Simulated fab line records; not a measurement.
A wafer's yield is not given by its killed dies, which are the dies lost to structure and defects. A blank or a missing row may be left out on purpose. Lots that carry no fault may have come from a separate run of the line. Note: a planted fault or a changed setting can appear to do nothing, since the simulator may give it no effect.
A struck lot beside a sound one ; flow gf180mcu ; 14 out of 602 route steps
Sound: the wafers L691.1, L691.2, L691.6. Wafers L693.2, L693.4, L693.5 were the ones struck. At the end, the cause is stated.
For every step that has rows: the tool of each side, followed by ch and its chambers, followed by its first start. Under that, the readings that differ: sound wafers ; struck wafers ; difference of the means ; sigmas: that difference in standard deviations of wafers without a fault.
alike: a reading whose means differ by less than 2 such deviations, as well as words and numbers matching on both sides. not compared: withheld readings; readings where some wafer has no value; bounds like >300 that might hide an equal value; numbers whose values overlap and for which the record gives no deviation.
The two part at a step that has a row with sigmas, a row that says differs or no value, or rows on one side only. Non-overlapping numbers with no deviation appear without sigmas and do not part them. A reading that every wafer of one side lacks parts them only if that side has two wafers or more.

GF_MIM_SPUTTER_04: material TiN, target thk 50 nm, time 41.7 s.
  sound on pvd-sputter-03 at day 26 08:14; struck on pvd-sputter-03 at day 27 08:26
  alike: throttle-valve-pct
GF_MIM_CVD_05: deposits Si3N4, target thk 42 nm, time 29.086 s.
  sound on pecvd-04 ch 1,2, day 26 08:17; struck on pecvd-04 ch 0,1, day 27 08:28
  alike: heater-power-w
  not compared: since-wet-clean-h
GF_MIM_THK_MEAS_06:
  sound on film-metro-01 at day 26 08:20; struck on film-metro-03 at day 27 08:31
  alike: MIM_CVD_05_THK
GF_MIM_SPUTTER_07: material TiN, target thk 60 nm, time 50 s.
  sound on pvd-sputter-01 at day 26 08:23; struck on pvd-sputter-01 at day 27 08:34
  alike: throttle-valve-pct
GF_MIM_SPUTTER_08: material AlCu, target thk 200 nm, time 10.6 s.
  sound on pvd-sputter-01 at day 26 08:26; struck on pvd-sputter-01 at day 27 08:37
  alike: throttle-valve-pct
GF_MIM_SPUTTER_09: material TiN, target thk 35 nm, time 29.2 s.
  sound on pvd-sputter-01 at day 26 08:28; struck on pvd-sputter-01 at day 27 08:38
  alike: throttle-valve-pct
GF_MIM_RS_MEAS_10: the measuring method here is four-point-probe.
  sound on film-metro-03 at day 26 08:30; struck on film-metro-01 at day 27 08:41
  alike: MIM_ALCU_RS
GF_MIM_THK_MEAS_11: measures by xrf.
  sound on film-metro-03 at day 26 08:37; struck on film-metro-01 at day 27 08:47
  alike: MIM_ALCU_THK
then, 4 steps without rows for these wafers: GF_MIM_DEHYDRATE_12 (time 60 s); GF_MIM_HMDS_13 (prime time 60 s); GF_MIM_COAT_14 (resist thk 1000 nm); GF_MIM_SOFTBAKE_15 (time 60 s).
GF_MIM_EXPOSE_16: exposes mask FuseTop, target cd 2000 nm.
  struck on iline-stepper-02, day 27 18:20; sound on iline-stepper-01 ch 0, day 26 19:20
  no value came back on the struck wafers for exposure-dose-mJ-cm2, focus-offset-nm (nm), stage-vel-mm-s (mm/s); on the sound wafers exposure-dose-mJ-cm2 reads 139.84 140.15 139.89
  alike: mask
next, for these wafers, 1 step has no rows: GF_MIM_PEB_17.

## WHERE THEY PART
Only at GF_MIM_EXPOSE_16, as far as this record shows.

WHY: the cause the simulator had injected
Whole step skipped at GF_MIM_EXPOSE_16 on iline-stepper-02, starting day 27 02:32. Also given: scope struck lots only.
